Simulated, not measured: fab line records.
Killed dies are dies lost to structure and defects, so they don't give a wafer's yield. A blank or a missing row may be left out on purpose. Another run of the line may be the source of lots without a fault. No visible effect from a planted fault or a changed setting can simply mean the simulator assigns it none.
Commonality check across tools    flow sky130    14 lots, 51 wafers sampled

## WHY THIS WAS OPENED
SKY_VIA4_RS_MEAS_19, reading VIA4_W_RS: flagged on 3 of 14 lots. Fault-free wafers read 0.2260 ohm/sq, with a standard deviation of 0.0021.
Rule: flag the lot when none of its wafers has a number, or when each of its wafers that has one lies beyond 4 standard deviations from that mean. The rest of the lots are taken to be sound.

lot   measured      on             VIA4_W_RS (ohm/sq), wafer by wafer         flag
L836  day 42 09:51  film-metro-02  0.2267 0.2271 0.2288                       
L837  day 42 23:00  film-metro-01  0.2255 0.2299 0.2269                       
L838  day 43 10:05  film-metro-01  0.2289 0.2259 0.2273                       
L839  day 43 13:20  film-metro-03  0.2288 0.2278 0.2273                       
L840  day 43 20:01  film-metro-02  0.2285 0.2263 0.2262                       
L841  day 44 09:10  film-metro-01  0.1121 0.1129 0.1106 0.1122 0.1133 0.1106  FLAGGED
L842  day 44 22:17  film-metro-02  0.1123 0.1112 0.1121 0.1120 0.1113 0.1123  FLAGGED
L843  day 44 23:00  film-metro-02  0.2264 0.2239 0.2255                       
L844  day 45 01:07  film-metro-01  0.1133 0.1118 0.1119 0.1133 0.1115 0.1119  FLAGGED
L852  day 47 07:37  film-metro-02  0.2275 0.2265 0.2254                       
L855  day 47 16:43  film-metro-02  0.2259 0.2262 0.2265                       
L856  day 47 23:11  film-metro-02  0.2260 0.2305 0.2250                       
L857  day 48 05:37  film-metro-02  0.2284 0.2267 0.2291                       
L859  day 48 20:57  film-metro-01  0.2290 0.2257 0.2251                       
The mean of the flagged lots' numbers is 0.1120 ohm/sq, -0.1140 ohm/sq from the usual (-54 standard deviations).

## EACH LOT AND THE TOOL IT RAN ON
The record keeps 1 process step preceding the reading, out of 708 steps on the route. Each cell gives the tool, then ch followed by the chambers the sampled wafers passed through, then the start.
lot   flag     SKY_VIA4_CVD_18
L836           cvd-w-01 ch 0, day 42 09:42
L837           cvd-w-02 ch 0, day 42 22:51
L838           cvd-w-02 ch 0,1, day 43 09:56
L839           cvd-w-02 ch 0,1, day 43 13:11
L840           cvd-w-02 ch 0,1, day 43 19:51
L841  FLAGGED  cvd-w-02 ch 0,1, day 44 08:41
L842  FLAGGED  cvd-w-02 ch 0,1, day 44 21:49
L843           cvd-w-02 ch 0,1, day 44 22:51
L844  FLAGGED  cvd-w-02 ch 0,1, day 45 00:39
L852           cvd-w-02 ch 0,1, day 47 07:28
L855           cvd-w-02 ch 1, day 47 16:25
L856           cvd-w-02 ch 0,1, day 47 23:02
L857           cvd-w-02 ch 0,1, day 48 05:26
L859           cvd-w-01 ch 0,1, day 48 20:48
What the steps here do:
- SKY_VIA4_CVD_18: deposits W, target thk 505 nm, time 152.14 s.
- SKY_VIA4_RS_MEAS_19: measures by four-point-probe.

## FLAGGED AGAINST TOTAL, ONE TOOL AT A TIME (gauges that did the reading follow at the end)
step                 tool           lots run  flagged  share of the flagged lots  sound lots run after its first flagged lot
SKY_VIA4_CVD_18      cvd-w-01       2         0        none                       -
SKY_VIA4_CVD_18      cvd-w-02       12        3        all                        5 (L843,L852,L855,L856,L857)
SKY_VIA4_RS_MEAS_19  film-metro-01  5         2        some                       1 (L859)
SKY_VIA4_RS_MEAS_19  film-metro-02  8         1        some                       5 (L843,L852,L855,L856,L857)
SKY_VIA4_RS_MEAS_19  film-metro-03  1         0        none                       -

## THE TABLE: WHAT IT ALLOWS
In the table, 1 row covers all flagged lots: cvd-w-02 at SKY_VIA4_CVD_18.
- cvd-w-02 at SKY_VIA4_CVD_18 ran 12 lots, 3 of them flagged. Lots that were sound ran on it after the first flagged one (L843, L852, L855, L856, L857); a persistent fault on the entire tool would not allow that.
None of the table's rows ran every flagged lot and, after the first, no sound lot.

## WHAT THE SIMULATOR HAD PUT IN
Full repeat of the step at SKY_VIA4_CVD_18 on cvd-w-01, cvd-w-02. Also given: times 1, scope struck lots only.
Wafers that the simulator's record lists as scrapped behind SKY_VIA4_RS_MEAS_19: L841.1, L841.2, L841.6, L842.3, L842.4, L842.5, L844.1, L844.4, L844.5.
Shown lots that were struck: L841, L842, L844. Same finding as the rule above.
